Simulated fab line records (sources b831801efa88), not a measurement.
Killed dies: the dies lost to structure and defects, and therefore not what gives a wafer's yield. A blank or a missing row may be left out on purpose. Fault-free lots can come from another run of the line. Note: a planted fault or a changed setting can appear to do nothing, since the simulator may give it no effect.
Problem report in the 8D (eight disciplines) form, filled by code / flow gf180mcu / the parts of the form that need people (team, actions taken, sign-off) are left out

== 1. THE ISSUE ==
beamEnergyKeV at GF_DNWELL_IMPLANT_07 reads a mean of 1351.0 on 6 wafers of 2 lots; wafers without a fault read 1500.1 with a standard deviation of 0.45. That is -99 or more standard deviations from the usual mean.
Earliest sighting: wafer L310.1 on implanter-01 at day 4 10:08. At this step, 42 wafers from 14 lots have a number in the record. The rule behind "out" and "out of limits": a value lying over 4 standard deviations away from the usual mean. The other wafers with a number count as sound.

== 2. WHAT IT IS, WHAT IT ISN'T ==
question=which readings at this step | is=beamEnergyKeV | is not=-
question=which lots | is=L310, L317 | is not=L303, L304, L305, L306, L307, L308, L319, L321, L322, L323, L324, L325
question=which wafers of those lots | is=all that have a number | is not=-
question=read on which tools | is=implanter-01 | is not=implanter-02, implanter-03
question=when | is=from day 4 10:08 | is not=up to then (18 sound wafers); but 18 sound wafers of L319, L321, L322, L323, L324, L325 came after

== 3. SUSPECTS, AND WHAT RULES EACH OUT ==
Counting: a tool at any process step up to the reading remains a suspect when it ran all the lots that are out and ran no sound lot after the first of those.
- implanter-01 at GF_DNWELL_IMPLANT_07: kept. Every lot that is out went through it, starting with L310 (day 4 10:08), and after that it ran no sound lot; the last sound lot it ran before then is L308 (day 4 00:43). On those wafers its own readings are out: beamEnergyKeV.
Left after counting: implanter-01 at GF_DNWELL_IMPLANT_07.

== 4. THE CAUSE (what the simulator had put in) ==
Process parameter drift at GF_DNWELL_IMPLANT_07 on implanter-01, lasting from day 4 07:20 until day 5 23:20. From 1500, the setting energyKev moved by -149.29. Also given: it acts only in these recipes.
Counting left only this tool.

== 5. SEQUENCE OF EFFECTS, ordered by route ==
One row per reading whose mean, taken over the struck wafers that have a number, lies over 3 standard deviations from the usual. Readings are gone through only where the record gives a usual standard deviation; hours: the median, over the lots, of the time from a lot's start at the first step in this table giving one to that lot's start at this step; sigmas: the change measured in usual standard deviations.
hours=0; step=GF_DNWELL_IMPLANT_07; reading=beamEnergyKeV; usual=1500.1; on struck wafers=1351.0; change=-149.1; sigmas=-99 or more
The process steps in it:
- GF_DNWELL_IMPLANT_07
Later measuring or inspecting steps at which every struck wafer that the step has a row for has a number for every such reading, and none has moved that far: GF_MVSD_OVL_MEAS_07, GF_MVSD_TW_MEAS_11.

== 6. HOW IT WOULD HAVE BEEN CAUGHT EARLIER ==
In this record no reading fell out of limits until day 4 10:08, 3 hours after the fault had begun at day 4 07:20.
